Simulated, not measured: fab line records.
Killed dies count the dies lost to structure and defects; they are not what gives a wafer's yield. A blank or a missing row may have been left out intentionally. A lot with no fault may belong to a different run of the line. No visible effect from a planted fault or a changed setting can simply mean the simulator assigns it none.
Lot-split experiment    flow sky130    5 lots, 23 wafers read, on a route of 708 steps

== THE SPLIT ==
At SKY_METAL4_EXPOSE_10 (exposes mask MM4, target cd 300 nm), the setting dose_mj was moved away from the recipe's 28 on 8 of the 23 wafers read, by -3.1% to +6.9%. This setting was run at the recipe's value on the other wafers.

== FROM THE SPLIT TO THE READING: what the file shows between them, 2 steps ==
- SKY_METAL4_PEB_11
- SKY_METAL4_DEVELOP_12: develop time 62.33 s

== THE READING ==
Shown in nm: cd_nm at SKY_METAL4_CD_MEAS_13, with target cd 300 nm. Fault-free wafers of this fab line usually give 299.4 nm, standard deviation 1.7 nm.

wafer   tool, chamber at the split  dose_mj as run  against the recipe  cd_nm, nm  against lot-mates on the recipe
L077.1  krf_scanner-02, 0           28              recipe              296.5      -
L077.2  krf_scanner-02, 0           28              recipe              297.5      -
L077.4  krf_scanner-02, 0           27.14           -3.1%               303.0      +6.0
L077.5  krf_scanner-02, 0           27.14           -3.1%               302.0      +5.0
L077.6  krf_scanner-02, 0           27.14           -3.1%               303.8      +6.8
L078.1  krf_scanner-02, 0           28              recipe              300.0      -
L078.2  krf_scanner-02, 0           29.74           +6.2%               287.9      -11.0
L078.3  krf_scanner-02, 0           29.74           +6.2%               290.2      -8.7
L078.4  krf_scanner-02, 0           29.74           +6.2%               290.3      -8.6
L078.5  krf_scanner-02, 0           28              recipe              297.8      -
L081.1  krf_scanner-01, 0           28              recipe              300.0      -
L081.4  krf_scanner-01, 0           28              recipe              298.4      -
L081.5  krf_scanner-01, 0           28              recipe              298.6      -
L082.2  krf_scanner-01, 0           28              recipe              300.0      -
L082.3  krf_scanner-01, 0           28              recipe              301.0      -
L082.4  krf_scanner-01, 0           28              recipe              298.9      -
L082.5  krf_scanner-01, 0           28              recipe              300.1      -
L082.6  krf_scanner-01, 0           28              recipe              298.5      -
L085.1  krf_scanner-02, 0           28              recipe              300.5      -
L085.2  krf_scanner-02, 0           28              recipe              300.4      -
L085.3  krf_scanner-02, 0           28              recipe              301.1      -
L085.4  krf_scanner-02, 0           29.93           +6.9%               286.8      -13.9
L085.5  krf_scanner-02, 0           29.93           +6.9%               288.1      -12.6

THE FIT
A straight line over all 23 wafers: cd_nm changes by -1.56 nm for each +1% of dose_mj; r = -0.97; the points scatter about the line by 1.3 nm.
The same after taking each lot's own level away (the mean of its wafers on the recipe; 23 wafers): -1.74 nm for each +1%; r = -0.98; scatter 1.1 nm.
On that fit, the largest move of dose_mj shifts the reading by 12 nm.
The span of the lots' own levels, 297.00 to 300.67 nm, comes to 2.2 times the standard deviation stated above.
Hence the slope depends on the lot-to-lot level, as the two fits are not the same.
Check: -11.3 nm against its lot-mates is what the line predicts for one of the wafers moved furthest among these (+6.9%) when that wafer is left out of the fit. Against them it came out at -13.9 nm.

== THESE WAFERS: OTHER SPLITS ==
These wafers also went through other splits before the reading. Each is held against what the fit with the lots' levels taken away leaves over:
other split on the same wafers  wafers away from the commonest value  r with cd_nm (lot level and that fit taken away)
SKY_CAP2M_COAT_07 spin_rpm      6                                     -0.36

== THE WHOLE CHAIN: every reading that the file lists as answering this split, in the file's order ==
step                   what it does          reading                                                        change (the file's fit)               r (the file's)
SKY_METAL4_DEVELOP_12  develop time 62.33 s  METAL4.cd_nm (the simulator's own value, which no gauge read)  -1.76 nm for each +1% of the setting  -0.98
SKY_METAL4_CD_MEAS_13  target cd 300 nm      cd_nm                                                          -1.76 nm for each +1% of the setting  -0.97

== FILE'S OWN FIT ==
cd_nm changes by -1.76 nm for each +1% of dose_mj, r = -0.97.
